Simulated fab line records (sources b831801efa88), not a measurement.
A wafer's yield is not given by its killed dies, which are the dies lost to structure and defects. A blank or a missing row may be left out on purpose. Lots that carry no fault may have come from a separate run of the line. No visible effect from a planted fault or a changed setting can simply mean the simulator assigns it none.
fab line records + flow sfqLine
record
- lots=6
- wafers=18
- lastDay=86
route steps=325 shown I6@270 M7@281 I7@296 M8@311
lots that met no fault: from a run of the same line without faults
startH: hours from the record's first day to the start of the lot's first wafer shown + waitH: hours since the lot's step before + " as in the row above + L1.1+2: one row covering several wafers at once + - no value, or no start given + * or withheld: withheld + < > ~ a bound
route shown NAME@n: a module of which the file shows steps, and the number in the route of the first + usual: mean/standard deviation taken from wafers without a fault + same: alike in all rows + chamber/n: place in a boat + sites: the reading at each site + _std_site: their standard deviation + _edge_site: mean of outer sites minus mean of inner sites + radiusMm: for every site, how far away it sits from the centre of the wafer + mask NAME#n: copy n + behind: the most recent tool/chamber to have shaped the wafer + hold: why the lot was held/for how many hours/how that ended + device: the n, p or np transistor that did not switch + end of line: the tests these same wafers got at the end of their route + a step without rows: its recipe alone + killed: not the wafer's yield, but the dies lost to structure and defects at the first sort + map: shows each die of a wafer: x if killed, . if not, _ if none is there
set.NAME: setting as actually run; set.NAME@STEP: the setting as run at that earlier step + model.NAME: the simulator's own value behind a step, which no gauge read
lots at some steps of the route; a table a step, a row a wafer
services: when a tool's chamber went out of use (startH, in hours from the record's first day, below 0 if earlier), for how many hours, and the reason
## steps
# step SFQ_TRILAYER_I6_VIA_LITHO_COAT_174
# recipe
- resist=BARC
- spinRpm=3000
- resistThkNm=62
# step SFQ_TRILAYER_I6_VIA_LITHO_COAT_169
# recipe
- resist=KrF
- spinRpm=3000
- resistThkNm=650
# step SFQ_TRILAYER_I6_VIA_LITHO_SOFTBAKE_173
# recipe
- tempC=withheld
- timeS=withheld
- resist=KrF
# step SFQ_TRILAYER_I6_VIA_LITHO_EXPOSE_170
# recipe
- maskId=I6
- na=0.6
- sourceShape=conventional
- sigmaOuter=0.65
- targetCdNm=700
- doseMj=21.3
# step SFQ_TRILAYER_I6_VIA_LITHO_PEB_172
# recipe
- pebTempC=115
- pebTimeS=60
- resist=KrF
# step SFQ_TRILAYER_I6_VIA_LITHO_DEVELOP_171
# recipe
- timeS=60
- resist=KrF
# step SFQ_I6_OVL_MEAS_942
# usual
- I6_OVL=2/5
| lot.wafer | tool       | chamber | startH  | waitH | I6_OVL[nm] |
|-----------|------------|---------|---------|-------|------------|
| L212.2    | overlay-01 | -       | 1884.48 | 0.1   | 0          |
| L212.3    | "          | -       | "       | "     | -2         |
| L212.5    | "          | -       | "       | "     | 4          |
| L215.2    | overlay-02 | -       | 1895.18 | 0.1   | 1          |
| L215.5    | "          | -       | "       | "     | -8         |
| L215.6    | "          | -       | "       | "     | -6         |
| L217.1    | overlay-02 | -       | 1904.84 | 0.1   | 0          |
| L217.3    | "          | -       | "       | "     | 0          |
| L217.4    | "          | -       | "       | "     | 1          |
| L219.2    | overlay-02 | -       | 1922.84 | 0.1   | -3         |
| L219.3    | "          | -       | "       | "     | -5         |
| L219.4    | "          | -       | "       | "     | -3         |
| L220.1    | overlay-02 | -       | 1926.44 | 0.1   | 5          |
| L220.2    | "          | -       | "       | "     | 11         |
| L220.5    | "          | -       | "       | "     | 7          |
| L226.2    | overlay-01 | -       | 1948.22 | 0.1   | 2          |
| L226.3    | "          | -       | "       | "     | 5          |
| L226.6    | "          | -       | "       | "     | 3          |
# step SFQ_TRILAYER_I6_VIA_BARC_OPEN_VIA_ETCH_235
# recipe
- maskMaterial=PR
- chemistry=O2
- targetDepthNm=125
- target=BARC
- sourceW=500
- biasW=80
- pressureMtorr=30
- timeS=41.7
# step SFQ_TRILAYER_I6_VIA_ETCH_VIA_ETCH_172
# recipe
- target=SiO2
- stopOn=Nb
- maskMaterial=PR
- taperDeg=20
- chemistry=CHF3
- targetDepthNm=260
- sourceW=500
- biasW=80
- pressureMtorr=30
- timeS=withheld
# usual
- drypumpMotorCurrentA=5.7/0.61
- oesProductAu=0.855/0.0051
| lot.wafer | tool       | chamber | startH  | waitH | drypumpMotorCurrentA | oesProductAu |
|-----------|------------|---------|---------|-------|----------------------|--------------|
| L212.2    | rieDiel-03 | 0       | 1884.55 | 0.0   | 6.1                  | 0.859        |
| L212.3    | "          | 1       | "       | "     | 6.8                  | 0.864        |
| L212.5    | "          | 3       | "       | "     | 5.8                  | 0.853        |
| L215.2    | rieDiel-04 | 2       | 1895.25 | 0.0   | 5.1                  | 0.860        |
| L215.5    | "          | 3       | "       | "     | 6.1                  | 0.855        |
| L215.6    | "          | 0       | "       | "     | 5.1                  | 0.859        |
| L217.1    | rieDiel-04 | 1       | 1904.91 | 0.0   | 4.8                  | 0.857        |
| L217.3    | "          | 2       | "       | "     | 5.2                  | 0.854        |
| L217.4    | "          | 0       | "       | "     | 5.1                  | 0.861        |
| L219.2    | rieDiel-04 | 0       | 1922.91 | 0.0   | 5.1                  | 0.851        |
| L219.3    | "          | 2       | "       | "     | 5.2                  | 0.849        |
| L219.4    | "          | 2       | "       | "     | 5.1                  | 0.852        |
| L220.1    | rieDiel-03 | 3       | 1926.51 | 0.0   | 5.9                  | 0.852        |
| L220.2    | "          | 1       | "       | "     | 6.8                  | 0.858        |
| L220.5    | "          | 2       | "       | "     | 6.4                  | 0.860        |
| L226.2    | rieDiel-04 | 2       | 1948.29 | 0.0   | 5.1                  | 0.850        |
| L226.3    | "          | 0       | "       | "     | 5.1                  | 0.857        |
| L226.6    | "          | 2       | "       | "     | 5.2                  | 0.865        |
# step SFQ_TRILAYER_I6_VIA_STRIP_STRIP_173
# recipe
- gas=O2
- powerW=200
- platenTempC=40
- overashFraction=0.65
- chemistry=O2
- pressureMtorr=50
# step SFQ_TRILAYER_I6_VIA_STRIP_SOLV_CLEAN_174
# recipe
- chemistry=NMP
- tempC=70
- timeS=600
# step SFQ_TRILAYER_M7_DEP_PRE_CLEAN_176
# recipe
- gas=Ar
- timeS=22.5
- biasV=250
# step SFQ_TRILAYER_M7_DEP_SPUTTER_175
# recipe
- material=Nb
- basePressurePa=1.33e-06
- chamberPressurePa=0.1333
- substrateTempC=20
- targetThkNm=200
- powerW=2000
- timeS=133.3
# usual
- throttleValvePct=30.1/0.94
| lot.wafer | tool          | chamber | startH  | waitH | throttleValvePct | model.Nb_of_TRILAYER_M7_DEP_SPUTTER_175.thkNm |
|-----------|---------------|---------|---------|-------|------------------|-----------------------------------------------|
| L212.2    | pvdSputter-03 | -       | 1885.46 | 0.0   | 30.7             | 202                                           |
| L212.3    | "             | -       | "       | "     | 30.3             | 199.9                                         |
| L212.5    | "             | -       | "       | "     | 30.7             | 201.7                                         |
| L215.2    | pvdSputter-03 | -       | 1896.19 | 0.0   | 30.1             | 200                                           |
| L215.5    | "             | -       | "       | "     | 30.5             | 201.1                                         |
| L215.6    | "             | -       | "       | "     | 30.4             | 95.1                                          |
| L217.1    | pvdSputter-03 | -       | 1905.83 | 0.0   | 30.5             | 196.5                                         |
| L217.3    | "             | -       | "       | "     | 30.5             | 200.6                                         |
| L217.4    | "             | -       | "       | "     | 30.9             | 99.01                                         |
| L219.2    | pvdSputter-06 | -       | 1923.83 | 0.0   | 31.5             | 201.6                                         |
| L219.3    | "             | -       | "       | "     | 28.2             | 201.4                                         |
| L219.4    | "             | -       | "       | "     | 29.9             | 203.5                                         |
| L220.1    | pvdSputter-04 | -       | 1927.46 | 0.0   | 30.7             | 205                                           |
| L220.2    | "             | -       | "       | "     | 29.0             | 202.7                                         |
| L220.5    | "             | -       | "       | "     | 29.5             | 205.4                                         |
| L226.2    | pvdSputter-04 | -       | 1949.20 | 0.0   | 29.2             | 206.2                                         |
| L226.3    | "             | -       | "       | "     | 30.4             | 204.6                                         |
| L226.6    | "             | -       | "       | "     | 28.9             | 206                                           |
# step SFQ_M7_RS_MEAS_943
# recipe
- thkMeasGauge=four-point-probe
- reads=Nb_of_TRILAYER_M7_DEP_SPUTTER_175
# usual
- M7_NB_RS=0.884/0.0098
| lot.wafer | tool         | chamber | startH  | waitH | M7_NB_RS[ohm/sq] |
|-----------|--------------|---------|---------|-------|------------------|
| L212.2    | filmMetro-02 | -       | 1885.57 | 0.1   | 0.880            |
| L212.3    | "            | -       | "       | "     | 0.890            |
| L212.5    | "            | -       | "       | "     | 0.884            |
| L215.2    | filmMetro-01 | -       | 1896.30 | 0.1   | 0.890            |
| L215.5    | "            | -       | "       | "     | 0.886            |
| L215.6    | "            | -       | "       | "     | 1.897            |
| L217.1    | filmMetro-02 | -       | 1905.92 | 0.0   | 0.907            |
| L217.3    | "            | -       | "       | "     | 0.887            |
| L217.4    | "            | -       | "       | "     | 1.822            |
| L219.2    | filmMetro-02 | -       | 1923.94 | 0.1   | 0.883            |
| L219.3    | "            | -       | "       | "     | 0.884            |
| L219.4    | "            | -       | "       | "     | 0.876            |
| L220.1    | filmMetro-02 | -       | 1927.55 | 0.0   | 0.869            |
| L220.2    | "            | -       | "       | "     | 0.879            |
| L220.5    | "            | -       | "       | "     | 0.867            |
| L226.2    | filmMetro-01 | -       | 1949.31 | 0.1   | 0.864            |
| L226.3    | "            | -       | "       | "     | 0.869            |
| L226.6    | "            | -       | "       | "     | 0.864            |
# step SFQ_TRILAYER_M7_LITHO_COAT_182
# recipe
- resist=BARC
- spinRpm=3000
- resistThkNm=62
# step SFQ_TRILAYER_M7_LITHO_COAT_177
# recipe
- resist=KrF
- spinRpm=3000
- resistThkNm=600
# step SFQ_TRILAYER_M7_LITHO_SOFTBAKE_181
# recipe
- tempC=withheld
- timeS=withheld
- resist=KrF
# step SFQ_TRILAYER_M7_LITHO_EXPOSE_178
# recipe
- maskId=M7
- na=0.6
- sourceShape=conventional
- sigmaOuter=0.65
- targetCdNm=500
- doseMj=14.4
# step SFQ_TRILAYER_M7_LITHO_PEB_180
# recipe
- pebTempC=115
- pebTimeS=60
- resist=KrF
# step SFQ_TRILAYER_M7_LITHO_DEVELOP_179
# recipe
- timeS=60
- resist=KrF
# step SFQ_M7_OVL_MEAS_945
# usual
- M7_OVL=-2/5.1
| lot.wafer | tool       | chamber | startH  | waitH | M7_OVL[nm] |
|-----------|------------|---------|---------|-------|------------|
| L212.2    | overlay-02 | -       | 1981.82 | 0.1   | 7          |
| L212.3    | "          | -       | "       | "     | 1          |
| L212.5    | "          | -       | "       | "     | 1          |
| L215.2    | overlay-01 | -       | 1993.42 | 0.1   | -3         |
| L215.5    | "          | -       | "       | "     | -2         |
| L215.6    | "          | -       | "       | "     | -6         |
| L217.1    | overlay-01 | -       | 2004.01 | 0.1   | -4         |
| L217.3    | "          | -       | "       | "     | -1         |
| L217.4    | "          | -       | "       | "     | 0          |
| L219.2    | overlay-01 | -       | 2016.02 | 0.1   | -8         |
| L219.3    | "          | -       | "       | "     | -11        |
| L219.4    | "          | -       | "       | "     | -9         |
| L220.1    | overlay-02 | -       | 2020.36 | 0.1   | -1         |
| L220.2    | "          | -       | "       | "     | 2          |
| L220.5    | "          | -       | "       | "     | 3          |
| L226.2    | overlay-02 | -       | 2043.17 | 0.1   | -3         |
| L226.3    | "          | -       | "       | "     | 3          |
| L226.6    | "          | -       | "       | "     | -3         |
# step SFQ_TRILAYER_M7_BARC_OPEN_METAL_ETCH_229
# recipe
- maskMaterial=PR
- chemistry=O2
- targetDepthNm=125
- target=BARC
- icpW=600
- biasW=80
- pressureMtorr=10
- timeS=41.7
# step SFQ_TRILAYER_M7_ETCH_METAL_ETCH_180
# recipe
- target=Nb
- stopOn=SiO2
- maskMaterial=PR
- chemistry=Cl2/Ar
- targetDepthNm=240
- icpW=600
- biasW=80
- pressureMtorr=10
- timeS=120
# usual
- drypumpMotorCurrentA=5.66/0.14
- oesProductAu=0.898/0.0078
| lot.wafer | tool        | chamber | startH  | waitH | drypumpMotorCurrentA | oesProductAu | rfHoursCounterH |
|-----------|-------------|---------|---------|-------|----------------------|--------------|-----------------|
| L212.2    | rieMetal-02 | 0       | 1981.91 | 0.0   | 5.61                 | 0.899        | 109             |
| L212.3    | "           | 0       | "       | "     | 5.60                 | 0.890        | -               |
| L212.5    | "           | 0       | "       | "     | 5.59                 | 0.905        | -               |
| L215.2    | rieMetal-02 | 1       | 1993.51 | 0.0   | 5.76                 | 0.896        | 34              |
| L215.5    | "           | 0       | "       | "     | 5.59                 | 0.895        | -               |
| L215.6    | "           | 1       | "       | "     | 5.80                 | 0.634        | -               |
| L217.1    | rieMetal-04 | 0       | 2004.11 | 0.0   | 5.62                 | 0.878        | 113             |
| L217.3    | "           | 0       | "       | "     | 5.59                 | 0.897        | -               |
| L217.4    | "           | 1       | "       | "     | 5.64                 | 0.624        | -               |
| L219.2    | rieMetal-02 | 1       | 2016.11 | 0.0   | 5.77                 | 0.907        | 38              |
| L219.3    | "           | 0       | "       | "     | 5.58                 | 0.889        | -               |
| L219.4    | "           | 1       | "       | "     | 5.79                 | 0.908        | -               |
| L220.1    | rieMetal-04 | 0       | 2020.46 | 0.0   | 5.58                 | 0.909        | 115             |
| L220.2    | "           | 1       | "       | "     | 5.66                 | 0.904        | 99              |
| L220.5    | "           | 1       | "       | "     | 5.65                 | 0.908        | -               |
| L226.2    | rieMetal-04 | 1       | 2043.28 | 0.1   | 5.68                 | 0.908        | 103             |
| L226.3    | "           | 0       | "       | "     | 5.59                 | 0.910        | -               |
| L226.6    | "           | 1       | "       | "     | 5.70                 | 0.904        | -               |
# step SFQ_TRILAYER_M7_STRIP_STRIP_181
# recipe
- gas=O2
- powerW=200
- platenTempC=40
- overashFraction=0.65
- chemistry=O2
- pressureMtorr=50
# usual
- drypumpMotorCurrentA=5.65/0.14
- oesProductAu=1.005/0.0094
| lot.wafer | tool        | chamber | startH  | waitH | drypumpMotorCurrentA | oesProductAu | rfHoursCounterH |
|-----------|-------------|---------|---------|-------|----------------------|--------------|-----------------|
| L212.2    | rieMetal-02 | 0       | 1982.03 | 0.1   | 5.59                 | 1.008        | 109             |
| L212.3    | "           | 0       | "       | "     | 5.58                 | 1.014        | -               |
| L212.5    | "           | 0       | "       | "     | 5.59                 | 1.005        | -               |
| L215.2    | rieMetal-02 | 1       | 1993.63 | 0.1   | 5.79                 | 1.020        | 34              |
| L215.5    | "           | 0       | "       | "     | 5.59                 | 1.016        | -               |
| L215.6    | "           | 1       | "       | "     | 5.79                 | 1.014        | -               |
| L217.1    | rieMetal-04 | 0       | 2004.23 | 0.1   | 5.57                 | 0.989        | 113             |
| L217.3    | "           | 0       | "       | "     | 5.58                 | 0.982        | -               |
| L217.4    | "           | 1       | "       | "     | 5.66                 | 0.997        | -               |
| L219.2    | rieMetal-02 | 1       | 2016.23 | 0.1   | 5.78                 | 1.010        | 38              |
| L219.3    | "           | 0       | "       | "     | 5.58                 | 1.009        | -               |
| L219.4    | "           | 1       | "       | "     | 5.75                 | 1.004        | -               |
| L220.1    | rieMetal-04 | 0       | 2020.58 | 0.1   | 5.57                 | 0.993        | 115             |
| L220.2    | "           | 1       | "       | "     | 5.67                 | 0.999        | 99              |
| L220.5    | "           | 1       | "       | "     | 5.64                 | 1.004        | -               |
| L226.2    | rieMetal-04 | 1       | 2043.45 | 0.1   | 5.67                 | 1.010        | 103             |
| L226.3    | "           | 0       | "       | "     | 5.58                 | 0.995        | -               |
| L226.6    | "           | 1       | "       | "     | 5.67                 | 1.012        | -               |
# step SFQ_TRILAYER_M7_STRIP_SOLV_CLEAN_182
# recipe
- chemistry=NMP
- tempC=70
- timeS=600
# step SFQ_TRILAYER_I7_DEP_PECVD_183
# recipe
- material=SiO2
- tempC=150
- timeS=111.11
- pressureTorr=2.4
- rfW=183.3
- precursor=SiH4/N2O
- targetThkNm=500
# step SFQ_TRILAYER_I7_CMP_CMP_184
# recipe
- material=SiO2
- downForcePsi=3
- platenRpm=60
- padVelocityMS=0.94248
# step SFQ_I7_BOW_MEAS_946
# recipe
- mode=bow
# usual
- I7_BOW=9/9
| lot.wafer | tool         | chamber | startH  | waitH | I7_BOW[um] |
|-----------|--------------|---------|---------|-------|------------|
| L212.2    | filmMetro-01 | -       | 1985.90 | 1.0   | 13         |
| L212.3    | "            | -       | "       | "     | -4         |
| L212.5    | "            | -       | "       | "     | 6          |
| L215.2    | filmMetro-02 | -       | 1997.51 | 2.5   | -6         |
| L215.5    | "            | -       | "       | "     | -5         |
| L215.6    | "            | -       | "       | "     | 13         |
| L217.1    | filmMetro-01 | -       | 2008.09 | 1.0   | 28         |
| L217.3    | "            | -       | "       | "     | 32         |
| L217.4    | "            | -       | "       | "     | 13         |
| L219.2    | filmMetro-02 | -       | 2020.11 | 1.0   | 10         |
| L219.3    | "            | -       | "       | "     | 5          |
| L219.4    | "            | -       | "       | "     | 21         |
| L220.1    | filmMetro-03 | -       | 2025.18 | 1.5   | 5          |
| L220.2    | "            | -       | "       | "     | 7          |
| L220.5    | "            | -       | "       | "     | 2          |
| L226.2    | filmMetro-01 | -       | 2049.01 | 2.5   | -3         |
| L226.3    | "            | -       | "       | "     | 5          |
| L226.6    | "            | -       | "       | "     | 4          |
# step SFQ_TRILAYER_I7_METRO_MEASURE_185
# step SFQ_TRILAYER_I7_VIA_LITHO_COAT_192
# recipe
- resist=BARC
- spinRpm=3000
- resistThkNm=62
# step SFQ_TRILAYER_I7_VIA_LITHO_COAT_187
# recipe
- resist=KrF
- spinRpm=3000
- resistThkNm=650
# step SFQ_TRILAYER_I7_VIA_LITHO_SOFTBAKE_191
# recipe
- tempC=withheld
- timeS=withheld
- resist=KrF
# step SFQ_TRILAYER_I7_VIA_LITHO_EXPOSE_188
# recipe
- maskId=I7
- na=0.6
- sourceShape=conventional
- sigmaOuter=0.65
- targetCdNm=1000
- doseMj=21.3
# step SFQ_TRILAYER_I7_VIA_LITHO_PEB_190
# recipe
- pebTempC=115
- pebTimeS=60
- resist=KrF
# step SFQ_TRILAYER_I7_VIA_LITHO_DEVELOP_189
# recipe
- timeS=60
- resist=KrF
# step SFQ_I7_OVL_MEAS_947
# usual
- I7_OVL=-3/5.1
| lot.wafer | tool       | chamber | startH  | waitH | I7_OVL[nm] |
|-----------|------------|---------|---------|-------|------------|
| L212.2    | overlay-02 | -       | 1999.72 | 0.1   | -10        |
| L212.3    | "          | -       | "       | "     | -3         |
| L212.5    | "          | -       | "       | "     | -8         |
| L215.2    | overlay-02 | -       | 2011.51 | 0.1   | -7         |
| L215.5    | "          | -       | "       | "     | -15        |
| L215.6    | "          | -       | "       | "     | -9         |
| L217.1    | overlay-01 | -       | 2021.11 | 0.1   | 1          |
| L217.3    | "          | -       | "       | "     | -8         |
| L217.4    | "          | -       | "       | "     | -2         |
| L219.2    | overlay-01 | -       | 2028.31 | 0.1   | 1          |
| L219.3    | "          | -       | "       | "     | 1          |
| L219.4    | "          | -       | "       | "     | 4          |
| L220.1    | overlay-01 | -       | 2031.91 | 0.1   | -4         |
| L220.2    | "          | -       | "       | "     | -9         |
| L220.5    | "          | -       | "       | "     | -9         |
| L226.2    | overlay-01 | -       | 2054.71 | 0.1   | -7         |
| L226.3    | "          | -       | "       | "     | -5         |
| L226.6    | "          | -       | "       | "     | -2         |
# step SFQ_TRILAYER_I7_VIA_BARC_OPEN_VIA_ETCH_260
# recipe
- maskMaterial=PR
- chemistry=O2
- targetDepthNm=125
- target=BARC
- sourceW=500
- biasW=80
- pressureMtorr=30
- timeS=41.7
# usual
- drypumpMotorCurrentA=5.8/0.56
- oesProductAu=0.685/0.0044
| lot.wafer | tool       | chamber | startH  | waitH | drypumpMotorCurrentA | oesProductAu | rfHoursCounterH |
|-----------|------------|---------|---------|-------|----------------------|--------------|-----------------|
| L212.2    | rieDiel-03 | 0       | 1999.75 | 0.0   | 6.1                  | 0.690        | 10              |
| L212.3    | "          | 2       | "       | "     | 6.4                  | 0.687        | 19              |
| L212.5    | "          | 2       | "       | "     | 6.4                  | 0.685        | -               |
| L215.2    | rieDiel-03 | 0       | 2011.54 | 0.0   | 6.2                  | 0.681        | 11              |
| L215.5    | "          | 2       | "       | "     | 6.4                  | 0.687        | -               |
| L215.6    | "          | 1       | "       | "     | 6.8                  | 0.682        | -               |
| L217.1    | rieDiel-03 | 3       | 2021.14 | 0.0   | 5.8                  | 0.687        | 0               |
| L217.3    | "          | 0       | "       | "     | 6.2                  | 0.678        | 11              |
| L217.4    | "          | 1       | "       | "     | 6.8                  | 0.686        | 2               |
| L219.2    | rieDiel-03 | 3       | 2028.34 | 0.0   | 5.8                  | 0.694        | 0               |
| L219.3    | "          | 0       | "       | "     | 6.2                  | 0.683        | 11              |
| L219.4    | "          | 2       | "       | "     | 6.4                  | 0.680        | 19              |
| L220.1    | rieDiel-02 | 1       | 2031.94 | 0.0   | 4.8                  | 0.678        | 8               |
| L220.2    | "          | 2       | "       | "     | 6.3                  | 0.674        | 19              |
| L220.5    | "          | 0       | "       | "     | 6.0                  | 0.683        | -               |
| L226.2    | rieDiel-02 | 2       | 2054.74 | 0.0   | 6.3                  | 0.681        | 20              |
| L226.3    | "          | 0       | "       | "     | 6.0                  | 0.690        | 6               |
| L226.6    | "          | 2       | "       | "     | 6.3                  | 0.684        | -               |
# step SFQ_TRILAYER_I7_VIA_ETCH_VIA_ETCH_190
# recipe
- target=SiO2
- stopOn=Nb
- maskMaterial=PR
- taperDeg=20
- chemistry=CHF3
- targetDepthNm=260
- sourceW=500
- biasW=80
- pressureMtorr=30
- timeS=withheld
# usual
- drypumpMotorCurrentA=5.8/0.56
- oesProductAu=0.855/0.0049
| lot.wafer | tool       | chamber | startH  | waitH | drypumpMotorCurrentA | oesProductAu |
|-----------|------------|---------|---------|-------|----------------------|--------------|
| L212.2    | rieDiel-03 | 0       | 1999.79 | 0.0   | 6.1                  | 0.854        |
| L212.3    | "          | 2       | "       | "     | 6.4                  | 0.856        |
| L212.5    | "          | 2       | "       | "     | 6.4                  | 0.851        |
| L215.2    | rieDiel-03 | 0       | 2011.58 | 0.0   | 6.2                  | 0.858        |
| L215.5    | "          | 2       | "       | "     | 6.4                  | 0.861        |
| L215.6    | "          | 1       | "       | "     | 6.8                  | 0.862        |
| L217.1    | rieDiel-03 | 3       | 2021.18 | 0.0   | 5.8                  | 0.848        |
| L217.3    | "          | 0       | "       | "     | 6.2                  | 0.850        |
| L217.4    | "          | 1       | "       | "     | 6.8                  | 0.851        |
| L219.2    | rieDiel-03 | 3       | 2028.38 | 0.0   | 5.8                  | 0.854        |
| L219.3    | "          | 0       | "       | "     | 6.1                  | 0.858        |
| L219.4    | "          | 2       | "       | "     | 6.4                  | 0.859        |
| L220.1    | rieDiel-02 | 1       | 2031.98 | 0.0   | 4.8                  | 0.839        |
| L220.2    | "          | 2       | "       | "     | 6.3                  | 0.858        |
| L220.5    | "          | 0       | "       | "     | 6.0                  | 0.858        |
| L226.2    | rieDiel-02 | 2       | 2054.78 | 0.0   | 6.3                  | 0.852        |
| L226.3    | "          | 0       | "       | "     | 6.0                  | 0.856        |
| L226.6    | "          | 2       | "       | "     | 6.3                  | 0.855        |
# step SFQ_TRILAYER_I7_VIA_STRIP_STRIP_191
# recipe
- gas=O2
- powerW=200
- platenTempC=40
- overashFraction=0.65
- chemistry=O2
- pressureMtorr=50
# usual
- drypumpMotorCurrentA=5.6/0.41
- oesProductAu=1.000/0.008
| lot.wafer | tool        | chamber | startH  | waitH | drypumpMotorCurrentA | oesProductAu | rfHoursCounterH |
|-----------|-------------|---------|---------|-------|----------------------|--------------|-----------------|
| L212.2    | rieMetal-01 | 0       | 1999.90 | -     | 5.2                  | 0.992        | 109             |
| L212.3    | "           | 0       | "       | "     | 5.2                  | 0.996        | -               |
| L212.5    | "           | 0       | "       | "     | 5.2                  | 0.997        | -               |
| L215.2    | rieMetal-04 | 1       | 2011.70 | -     | 5.7                  | 1.002        | 98              |
| L215.5    | "           | 1       | "       | "     | 5.6                  | 1.004        | -               |
| L215.6    | "           | 0       | "       | "     | 5.6                  | 1.002        | -               |
| L217.1    | rieMetal-01 | 0       | 2021.30 | -     | 5.2                  | 1.008        | 112             |
| L217.3    | "           | 0       | "       | "     | 5.2                  | 1.008        | -               |
| L217.4    | "           | 0       | "       | "     | 5.2                  | 1.010        | -               |
| L219.2    | rieMetal-03 | 1       | 2028.50 | -     | 4.8                  | 0.997        | 31              |
| L219.3    | "           | 0       | "       | "     | 6.2                  | 1.010        | -               |
| L219.4    | "           | 1       | "       | "     | 4.8                  | 0.988        | -               |
| L220.1    | rieMetal-03 | 1       | 2032.10 | -     | 4.8                  | 0.996        | 31              |
| L220.2    | "           | 0       | "       | "     | 6.2                  | 1.001        | 80              |
| L220.5    | "           | 0       | "       | "     | 6.2                  | 1.004        | -               |
| L226.2    | rieMetal-01 | 0       | 2054.90 | -     | 5.2                  | 0.999        | 119             |
| L226.3    | "           | 0       | "       | "     | 5.2                  | 1.010        | -               |
| L226.6    | "           | 0       | "       | "     | 5.2                  | 1.005        | -               |
# step SFQ_TRILAYER_I7_VIA_STRIP_SOLV_CLEAN_192
# recipe
- chemistry=NMP
- tempC=70
- timeS=600
# step SFQ_TRILAYER_M8_LITHO_LOR_COAT_197
# recipe
- resist=lift-off
- spinRpm=3000
# step SFQ_M8_BOW_MEAS_951
# recipe
- mode=bow
# usual
- M8_BOW=9/8.9
| lot.wafer | tool         | chamber | startH  | waitH | M8_BOW[um] | model.etest.m7.ohmUm | model.etest.i6.linkOhm | model.etest.m7.ohmSq | model.etest.i7.linkOhm |
|-----------|--------------|---------|---------|-------|------------|----------------------|------------------------|----------------------|------------------------|
| L212.2    | filmMetro-04 | -       | 2016.26 | 0.0   | 14         | 1.78                 | 1.864                  | 0.8813               | 1.041                  |
| L212.3    | "            | -       | "       | "     | -4         | 1.799                | 1.876                  | 0.8907               | 1.049                  |
| L212.5    | "            | -       | "       | "     | 6          | 1.78                 | 1.864                  | 0.883                | 1.042                  |
| L215.2    | filmMetro-04 | -       | 2025.86 | 0.0   | -8         | 1.781                | 1.875                  | 0.8902               | 1.051                  |
| L215.5    | "            | -       | "       | "     | -5         | 1.773                | 1.874                  | 0.8854               | 1.048                  |
| L215.6    | "            | -       | "       | "     | 13         | 3.745                | 2.968                  | 1.872                | 2.033                  |
| L217.1    | filmMetro-02 | -       | 2030.64 | 0.0   | 29         | 1.819                | 1.877                  | 0.906                | 1.066                  |
| L217.3    | "            | -       | "       | "     | 33         | 1.78                 | 1.867                  | 0.8876               | 1.045                  |
| L217.4    | "            | -       | "       | "     | 13         | 3.629                | 2.878                  | 1.799                | 1.96                   |
| L219.2    | filmMetro-03 | -       | 2036.66 | 0.0   | 12         | 1.77                 | 1.87                   | 0.8834               | 1.045                  |
| L219.3    | "            | -       | "       | "     | 7          | 1.778                | 1.877                  | 0.884                | 1.044                  |
| L219.4    | "            | -       | "       | "     | 21         | 1.751                | 1.857                  | 0.875                | 1.036                  |
| L220.1    | filmMetro-04 | -       | 2041.44 | 0.0   | 6          | 1.735                | 1.868                  | 0.8688               | 1.028                  |
| L220.2    | "            | -       | "       | "     | 9          | 1.771                | 1.886                  | 0.8787               | 1.038                  |
| L220.5    | "            | -       | "       | "     | 1          | 1.744                | 1.856                  | 0.8669               | 1.026                  |
| L226.2    | filmMetro-04 | -       | 2063.06 | 0.0   | -2         | 1.729                | 1.845                  | 0.8635               | 1.024                  |
| L226.3    | "            | -       | "       | "     | 6          | 1.743                | 1.857                  | 0.8703               | 1.03                   |
| L226.6    | "            | -       | "       | "     | 4          | 1.736                | 1.849                  | 0.8644               | 1.025                  |
## services
| tool          | chamber | startH  | hours | kind          |
|---------------|---------|---------|-------|---------------|
| rieDiel-02    | 3       | 1866.51 | -     | clean         |
| rieDiel-02    | 3       | 1866.51 | 14.6  | scheduledDown |
| rieDiel-02    | 3       | 1866.51 | 14.6  | ventCycle     |
| rieDiel-02    | 2       | 1875.92 | 2.5   | repair        |
| rieDiel-03    | 2       | 1884.65 | 10.0  | repair        |
| pvdSputter-06 | -       | 1886.65 | 2.0   | repair        |
| rieMetal-03   | -       | 1892.23 | 2.8   | pm            |
| pvdSputter-03 | -       | 1892.70 | 2.9   | repair        |
| rieDiel-04    | 3       | 1912.22 | 30.6  | repair        |
| rieDiel-02    | 1       | 1938.95 | 2.6   | repair        |
| pvdSputter-04 | -       | 1941.48 | 3.0   | repair        |
| pvdSputter-04 | -       | 1943.50 | 2.3   | repair        |
| rieDiel-02    | -       | 1945.10 | 0.9   | repair        |
| rieMetal-03   | 1       | 1972.25 | 12.9  | repair        |
| rieDiel-03    | 3       | 1990.40 | -     | clean         |
| rieDiel-03    | 3       | 1990.40 | 23.6  | scheduledDown |
| rieDiel-03    | 3       | 1990.40 | 23.6  | ventCycle     |
| pvdSputter-04 | -       | 1990.73 | 7.3   | repair        |
| rieDiel-03    | -       | 2003.50 | 5.5   | repair        |
| pvdSputter-04 | -       | 2045.71 | 6.3   | repair        |
| rieMetal-02   | -       | 2048.80 | 2.8   | pm            |
| rieDiel-03    | 2       | 2049.84 | -     | clean         |
| rieDiel-03    | 2       | 2049.84 | 11.8  | scheduledDown |
| rieDiel-03    | 2       | 2049.84 | 11.8  | ventCycle     |
## key
firstSign
- step=SFQ_M7_RS_MEAS_943
- reading=M7_NB_RS
- direction=up
- sigmas=99+
- usual=0.884
- struck=1.859
effect
- step=SFQ_TRILAYER_M7_ETCH_METAL_ETCH_180
- reading=oesProductAu
- direction=down
- sigmas=34
- usual=0.898
- struck=0.629
modelEffect
- step=SFQ_TRILAYER_M7_DEP_SPUTTER_175
- value=Nb_of_TRILAYER_M7_DEP_SPUTTER_175.thkNm
- without=198.8
- struck=97.05
modelEffect
- step=SFQ_M8_BOW_MEAS_951
- value=etest.m7.ohmUm
- without=1.799
- struck=3.687
metAt SFQ_TRILAYER_M7_DEP_SPUTTER_175
struckWafers L215.6,L217.4
onsetBetween 1885.46 1896.19
fault
- kind=processParameterDrift
- tool=pvdSputter-03
- chamber=-
- onsetH=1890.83
- steps=SFQ_TRILAYER_M7_DEP_SPUTTER_175
- channel=targetThkNm
- offset=-101.76
- shape=step
- endH=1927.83
- scope=struckWafersOnly
- actsIn=theseRecipesOnly
- stated=200
